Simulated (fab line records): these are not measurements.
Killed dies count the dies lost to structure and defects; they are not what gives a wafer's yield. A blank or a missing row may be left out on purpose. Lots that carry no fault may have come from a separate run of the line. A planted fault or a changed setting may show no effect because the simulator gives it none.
Which tool did it? | flow gf180mcu | 6 lots with 18 wafers sampled at 2 steps, on a route of 602 steps

WHAT THE GAUGES SHOWED, per wafer
GF_HV_LDD_TW_MEAS_50.
lot  | measured     | on            | HV_LDD_4_TW
L497 | day 13 07:58 | film metro-04 | 576 572 571
L499 | day 13 20:11 | film metro-02 | 569 571 570
L505 | day 15 15:29 | film metro-03 | 617 613 611 611 612 613
L511 | day 17 19:01 | film metro-03 | 575 576 580
L513 | day 18 12:14 | film metro-02 | 574 571 574
L516 | day 19 11:12 | film metro-04 | 569 568 568

WHAT TOOL EACH LOT RAN ON (gives the tool, then ch and the chambers of the sampled wafers, and finally the start)
lot  | GF_HV_LDD_IMPLANT_48
L497 | implanter-04 ch 0, day 13 07:43
L499 | implanter-01 ch 0, day 13 19:56
L505 | implanter-04 ch 0, day 15 15:14
L511 | implanter-01 ch 0, day 17 18:46
L513 | implanter-02 ch 0, day 18 11:59
L516 | implanter-04 ch 0, day 19 10:59
- GF_HV_LDD_IMPLANT_48

THE ANSWER, worked out from the rows above alone
Rule: usual is defined by the lots themselves. Put in order of their means at a reading, lots are off if they are a third of the lots or fewer, leave a main group of 4 or more, and stand apart from it by a gap of 3 or more times the standard deviation of the main group's means; of several such gaps the widest counts. A main group whose means are all the same, to the digits that the tables above print for the reading, isn't used. Also off: a lot with no number at a reading for which 4 or more lots have one. Where the step has rows for the other lots, those lots are counted as sound.
Off: L505, seen at GF_HV_LDD_TW_MEAS_50 (HV_LDD_4_TW). Mean 572 and standard deviation 3 in the main group.
If a tool, at a process step before that reading, ran all the lots that are off and no sound lot after the first of them, it fits. The gauges at GF_HV_LDD_TW_MEAS_50 are tried like those tools. None of those tried fits.

WHAT HAD BEEN PUT IN BY THE SIMULATOR
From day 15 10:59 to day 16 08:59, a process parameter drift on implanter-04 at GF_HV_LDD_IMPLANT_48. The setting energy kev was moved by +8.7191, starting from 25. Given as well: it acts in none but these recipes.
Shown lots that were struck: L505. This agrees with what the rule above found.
